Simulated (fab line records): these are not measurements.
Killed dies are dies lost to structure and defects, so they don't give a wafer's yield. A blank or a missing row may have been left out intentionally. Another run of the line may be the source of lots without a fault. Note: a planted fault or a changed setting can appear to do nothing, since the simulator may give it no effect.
The same fault as seen by 2 desks + flow gf180mcu + every desk sees just its own numbers, and what lay behind them comes last

## METROLOGY DESK
Lot by lot, what the gauges showed, no matter which tool ran the lot: averages of those sampled wafers that carry a number. If a lot's mean is further than 4 standard deviations from the usual mean, the lot is out of limits and carries the mark OUT (the distance appears in the brackets).
Columns: A = PASSIVATION_CVD_00_THK at GF_PASSIVATION_THK_MEAS_01, usual 1001 nm
| lot  | first seen here | A    |
|------|-----------------|------|
| L223 | day 28 20:04    | 998  |
| L224 | day 29 08:23    | 1002 |
| L227 | day 30 08:47    | 990  |
| L229 | day 30 19:49    | 998  |
| L230 | day 31 10:36    | 1002 |
| L231 | day 31 12:43    | 989  |
| L232 | day 31 17:07    | 1024 |
| L233 | day 31 22:24    | 1012 |
| L234 | day 32 02:14    | 1001 |
| L235 | day 32 13:13    | 1001 |
| L239 | day 33 11:02    | 998  |
| L241 | day 33 22:37    | 1004 |
| L242 | day 34 04:26    | 1000 |
This desk found nothing out of limits on any of the 13 lots.

## FOR THE TOOL OWNER'S DESK: cvd_w-02
The tool's own readings at GF_V2_CVD_23 (deposits W, target thk 350 nm, time 104.94 s): means of the sampled wafers that have a number, for each lot that ran on this tool. If a lot's mean is further than 4 standard deviations from the usual mean, the lot is out of limits and carries the mark OUT (the distance appears in the brackets).
Columns: A = heater_power_w at GF_V2_CVD_23, usual 894 W
| lot  | first seen here | A   |
|------|-----------------|-----|
| L223 | day 21 05:19    | 818 |
| L224 | day 21 18:48    | 847 |
| L227 | day 23 01:56    | 876 |
| L229 | day 23 15:10    | 822 |
| L233 | day 24 22:36    | 852 |
| L235 | day 25 16:24    | 818 |
| L239 | day 26 21:49    | 840 |
| L242 | day 27 21:42    | 837 |
This desk found nothing out of limits on any of the 8 lots.

## TAKEN TOGETHER
From the metrology desk's view, nothing was out of limits.
The desk of the tool owner found nothing out of limits.

## WHAT WAS PUT IN BY THE SIMULATOR
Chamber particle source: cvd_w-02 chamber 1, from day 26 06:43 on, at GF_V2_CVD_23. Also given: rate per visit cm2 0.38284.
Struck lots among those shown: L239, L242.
